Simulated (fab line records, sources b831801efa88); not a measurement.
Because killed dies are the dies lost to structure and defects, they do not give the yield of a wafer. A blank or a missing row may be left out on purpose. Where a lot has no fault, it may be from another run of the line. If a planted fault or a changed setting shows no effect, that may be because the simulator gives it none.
Chamber matching -- flow gf180mcu -- pecvd-02 running GF_SAB_CVD_00: 3 sister chambers
The step deposits SiO2 from TEOS, target thk 50 nm, time 4.9302 s. 15 wafers are shown with their chamber, then 7 later ones without.

== WAFERS WITH THEIR CHAMBER ==
wafer,chamber,heater-power-w (W),rf-fwd-power-W (W)
L337.4,2,740,587
L337.5,0,553,591
L337.6,1,790,590
L339.1,2,709,584
L339.2,1,782,591
L339.6,1,767,590
L342.2,2,808,590
L342.5,2,813,591
L344.2,2,681,586
L344.3,0,583,592
L353.3,2,804,589
L353.5,0,604,593
L353.6,1,788,593
L356.1,0,605,593
L356.2,2,791,589

SIGNATURES (averages over the wafers above)
reading,chamber 0,chamber 1,chamber 2,scatter within a chamber
heater-power-w,586.25,781.75,763.71,40.1
rf-fwd-power-W,592.25,591.00,588.00,1.93
Rule: for a wafer and a chamber, the distance is found by dividing, reading by reading, the gap between the wafer's reading and the chamber's mean by the reading's scatter, squaring, summing and taking the root. If the next closest chamber is less than 2 further off than the closest, the wafer can't be placed; otherwise it belongs to the closest. The scatter is the square root of a quotient: the sum, over the shown wafers, of each reading's squared deviation from its chamber's mean, divided by wafers minus chambers.

== WAFERS WITH NO CHAMBER GIVEN ==
wafer,heater-power-w (W),rf-fwd-power-W (W)
L356.3,664,592
L357.2,705,587
L357.4,737,593
L357.5,723,588
L359.1,808,585
L359.5,741,592
L359.6,519,590

== WHICH CHAMBER EACH WENT THROUGH ==
wafer,from the rows above,in truth
L356.3,can't be placed: 0 or 1 or 2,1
L357.2,can't be placed: 2 or 1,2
L357.4,can't be placed: 1 or 2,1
L357.5,can't be placed: 2 or 1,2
L359.1,can't be placed: 2 or 1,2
L359.5,can't be placed: 1 or 2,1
L359.6,0,0
Correctly placed: 1 of 7. These rows do not allow placing 6 (true chamber among the candidates in 6). Wrongly placed: 0.
